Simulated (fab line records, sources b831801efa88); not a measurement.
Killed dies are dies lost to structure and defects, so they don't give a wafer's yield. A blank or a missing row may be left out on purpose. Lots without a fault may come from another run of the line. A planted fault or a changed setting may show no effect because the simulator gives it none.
A struck lot beside a sound one | flow sky130 | 31 steps out of a route of 708
Sound: wafers L175.2, L175.3, L175.5. Struck: wafers L180.2, L180.3, L180.4. The cause comes at the end.
At each step with rows: each side's tool, then ch and its chambers, then its first start. Under that, the readings that differ: sound wafers | struck wafers | difference of the means | sigmas: that difference in standard deviations of wafers without a fault.
alike: readings whose means differ by less than 2 such deviations, and words and numbers that are the same on both sides. not compared: withheld readings, readings that some wafer has no value for, bounds like >300 that may hide the same value, and numbers for which the record gives no deviation and whose values overlap.
The two part at a step that has a row with sigmas, a row that says differs or no value, or rows on one side only. Numbers that don't overlap but have no deviation are shown without sigmas and don't part them. A reading that every wafer of one side lacks parts them only if that side has two wafers or more.

first, 5 steps without rows for these wafers: SKY_VIA1_ETCH_15 (etches SiO2 in C4F8/O2/Ar, stops on TiN, target depth 351 nm, time 54 s); SKY_VIA1_STRIP_16 (strips in O2/N2); SKY_VIA1_STRIP_17 (strips in post etch residue remover, time 1200 s); SKY_VIA1_CLEAN_18 (cleans in IPA, time 180 s); SKY_VIA1_CLEAN_19 (cleans in O3/DIW).
SKY_VIA1_SPUTTER_20: material TiN, target thk 20 nm, time 80 s.
  sound on pvd_sputter-04, day 35 01:35; struck on pvd_sputter-01, day 36 19:07
  reading                | sound                | struck               | difference | sigmas
  cathode_dc_power_W (W) | 4000.1 4002.0 4001.3 | 3999.6 3998.4 4001.0 | -1.5       | -2
  alike: throttle_valve_pct
then, 1 step without rows for these wafers: SKY_VIA1_CVD_21 (deposits W, target thk 270 nm, time 80.902 s).
SKY_VIA1_RS_MEAS_22: measures by four-point-probe.
  sound on film_metro-03, day 35 01:46; struck on film_metro-01, day 36 19:17
  alike: VIA1_W_RS
SKY_VIA1_THK_MEAS_23: measures by xrf.
  sound on film_metro-03, day 35 01:53; struck on film_metro-01, day 36 19:23
  alike: VIA1_W_THK
then, 2 steps without rows for these wafers: SKY_VIA1_CMP_24 (polishes, stops on SiO2, t overpolish 15 s, target thk 0 nm); SKY_METAL2_SPUTTER_00 (material Ti, target thk 15 nm, time 10 s).
SKY_METAL2_SPUTTER_01: material TiN, target thk 20 nm, time 16.7 s.
  sound on pvd_sputter-04, day 35 02:28; struck on pvd_sputter-04, day 36 19:46
  alike: cathode_dc_power_W, throttle_valve_pct
SKY_METAL2_SPUTTER_02: material AlCu, target thk 250 nm, time 13.3 s.
  sound on pvd_sputter-04, day 35 02:30; struck on pvd_sputter-04, day 36 19:47
  reading                                     | sound             | struck               | difference | sigmas
  cathode_dc_power_W (W)                      | 10602 10597 10598 | 9118.3 9116.9 9120.6 | -1480.4    | -99 or more
  model.AlCu_of_METAL2_SPUTTER_02.thk_nm (nm) | 252.7 254.8 252.2 | 215.8 213.6 216.1    | -38.1      |
  alike: throttle_valve_pct
SKY_METAL2_SPUTTER_03: material Ti, target thk 5 nm, time 3.3 s.
  sound on pvd_sputter-04, day 35 02:31; struck on pvd_sputter-04, day 36 19:49
  alike: cathode_dc_power_W, throttle_valve_pct
SKY_METAL2_SPUTTER_04: material TiN, target thk 70 nm, time 58.3 s.
  sound on pvd_sputter-04, day 35 02:32; struck on pvd_sputter-04, day 36 19:50
  alike: cathode_dc_power_W, throttle_valve_pct
SKY_METAL2_RS_MEAS_05: measures by four-point-probe.
  sound on film_metro-02, day 35 02:37; struck on film_metro-03, day 36 20:11
  reading                 | sound                | struck               | difference | sigmas
  METAL2_ALCU_RS (ohm/sq) | 0.1256 0.1241 0.1257 | 0.1484 0.1492 0.1476 | +0.0233    | +14
  not compared: hold
SKY_METAL2_THK_MEAS_06: measures by xrf.
  sound on film_metro-02, day 35 02:43; struck on film_metro-03, day 36 21:55
  reading              | sound       | struck      | difference | sigmas
  METAL2_ALCU_THK (nm) | 256 255 254 | 220 218 220 | -36        | -10
  not compared: hold
then, 7 steps without rows for these wafers: SKY_METAL2_HMDS_08 (prime time 60 s); SKY_METAL2_COAT_09 (resist thk 60 nm); SKY_METAL2_COAT_10 (resist thk 450 nm); SKY_METAL2_SOFTBAKE_11 (time 90 s); SKY_METAL2_EXPOSE_12 (exposes mask MM2, target cd 140 nm); SKY_METAL2_PEB_13; SKY_METAL2_DEVELOP_14 (develop time 60 s).
SKY_METAL2_CD_MEAS_15: target cd 140 nm.
  sound on cd_sem-01, day 36 05:14; struck on cd_sem-02, day 37 21:59
  alike: cd_nm
SKY_METAL2_OVL_MEAS_16:
  sound on overlay-02, day 36 05:20; struck on overlay-01, day 37 22:06
  alike: METAL2_OVL
SKY_METAL2_DESCUM_17: chemistry O2, time 8 s.
  sound on rie_metal-03 ch 0,1, day 36 05:22; struck on rie_metal-02 ch 0,1, day 37 22:08
  alike: chamber_pressure_mTorr, drypump_motor_current_A, oes_product_au
  not compared: rf_hours_counter_h
then, 1 step without rows for these wafers: SKY_METAL2_ETCH_18 (etches BARC in N2/H2, stops on SiO2, time 45.9 s, target depth 60 nm).
SKY_METAL2_METAL_ETCH_19: etches the open film in Cl2/BCl3, stops on SiO2, target depth 360 nm, time 78 s.
  sound on rie_metal-03 ch 0,1, day 36 05:28; struck on rie_metal-02 ch 0,1, day 37 22:13
  reading               | sound             | struck            | difference | sigmas
  oes_product_au (a.u.) | 0.855 0.854 0.855 | 0.838 0.841 0.828 | -0.019     | -3
  alike: chamber_pressure_mTorr, drypump_motor_current_A, throttle_valve_pct
  not compared: rf_hours_counter_h
then, 1 step without rows for these wafers: SKY_METAL2_STRIP_20 (strips in O2/N2).
-- the record jumps here: 10 days lie between the struck wafers' starts before and after (it left off in module METAL2 and takes up again in module PAD_OPEN, whose first step shown is number 708 of the route) --
SKY_PAD_OPEN_PROBE_99:
  sound on prober-02, day 46 19:16; struck on prober-01, day 47 23:12
  reading                      | sound                | struck             | difference | sigmas
  model.etest.met2.line_ohm_um | 0.8921 0.9099 0.9145 | 1.056 1.049 1.032  | +0.140     |
  model.etest.met2.rs_ohm_sq   | 0.1265 0.1278 0.1271 | 0.15 0.1524 0.1486 | +0.02      |
  alike: defect_limited_yield, killed_at_M0_to_M3, killed_at_M4_up, killed_at_contacts, killed_at_front_end, killed_at_other, killed_dies, killed_open, killed_short, sort_bin_3_pad_short, sort_bin_5_function, sort_bin_6_memory, sort_n_pass, sort_yield_pct

WHERE THEY PART
First at SKY_VIA1_SPUTTER_20; last, within this record, at SKY_METAL2_METAL_ETCH_19. Later steps at which nothing parts them and some readings are alike: SKY_PAD_OPEN_PROBE_99.

WHY: what the simulator had put in
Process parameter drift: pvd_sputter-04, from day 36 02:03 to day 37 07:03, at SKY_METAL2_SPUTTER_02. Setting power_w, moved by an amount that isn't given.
